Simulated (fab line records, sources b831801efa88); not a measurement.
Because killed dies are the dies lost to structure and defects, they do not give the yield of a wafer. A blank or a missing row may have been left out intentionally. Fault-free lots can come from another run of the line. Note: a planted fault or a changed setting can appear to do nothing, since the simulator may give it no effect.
What tool caused it? ; flow gf180mcu ; 7 lots, 20 wafers sampled, at 2 steps of a route of 602

## WHAT THE GAUGES SHOWED, per wafer
GF_LVPWELL_OVL_MEAS_07.
lot;measured;on;LVPWELL_OVL (nm)
L185;day 4 03:04;overlay-01;-2.5 -0.2 -1.5
L188;day 4 20:29;overlay-01;-0.2 -0.1 0.1
L192;day 5 16:58;overlay-02;128.5 127.7 129.1 126.5 126.0 127.5
L198;day 7 03:14;overlay-02;127.4 125.9 128.4 126.3 124.8 127.2
L202;day 8 03:22;overlay-01;0.6 1.1 1.0
L204;day 8 12:02;overlay-02;0.8 -0.6
L207;day 9 05:32;overlay-01;-0.9 -2.3 -0.8

## WHAT TOOL EACH LOT RAN ON (gives the tool, then ch and the chambers of the sampled wafers, and finally the start)
lot;GF_LVPWELL_EXPOSE_04
L185;iline-stepper-01 ch 0, day 3 20:18
L188;iline-stepper-02 ch 0, day 4 14:02
L192;iline-stepper-02 ch 0, day 5 09:46
L198;iline-stepper-02 ch 0, day 6 20:06
L202;iline-stepper-01 ch 0, day 7 19:18
L204;iline-stepper-01 ch 0, day 8 04:01
L207;iline-stepper-01 ch 0, day 8 21:13
- GF_LVPWELL_EXPOSE_04: exposes mask LVPWELL, target cd 600 nm.

## THE ANSWER, worked out from the rows above alone
Rule: the lots themselves supply what counts as usual. The widest of any qualifying gaps counts: lots, ordered by their means at a reading, are off when they make up no more than a third of the lots, leave a main group of 4 or more, and stand apart from it by 3 or more times the standard deviation of that group's means. A main group is skipped when, at the precision printed for the reading in the tables above, its means are all equal. Also off: a lot with no number at a reading for which 4 or more lots have one. Any other lot the step has rows for is counted as sound.
Off: at GF_LVPWELL_OVL_MEAS_07 (LVPWELL_OVL), L192, L198. The main group: mean -0.4 nm, standard deviation 0.88.
A tool fits if, at a process step before that reading, it ran every lot that is off, and no sound lot after the first of them. The gauges at GF_LVPWELL_OVL_MEAS_07 are tried like those tools. One fits: GF_LVPWELL_EXPOSE_04 on iline-stepper-02. Its last sound lot is L188 (day 4 14:02), its first lot that is off L192 (day 5 09:46): a fault that began between those two fits.

## WHAT HAD BEEN PUT IN BY THE SIMULATOR
Scanner matching overlay: iline-stepper-02, from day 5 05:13 on, at GF_LVPWELL_EXPOSE_04. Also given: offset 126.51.
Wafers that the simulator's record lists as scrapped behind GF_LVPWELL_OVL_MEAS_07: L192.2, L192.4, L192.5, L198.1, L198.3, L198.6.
Lots struck among those shown: L192, L198. The same result came from the rule above.
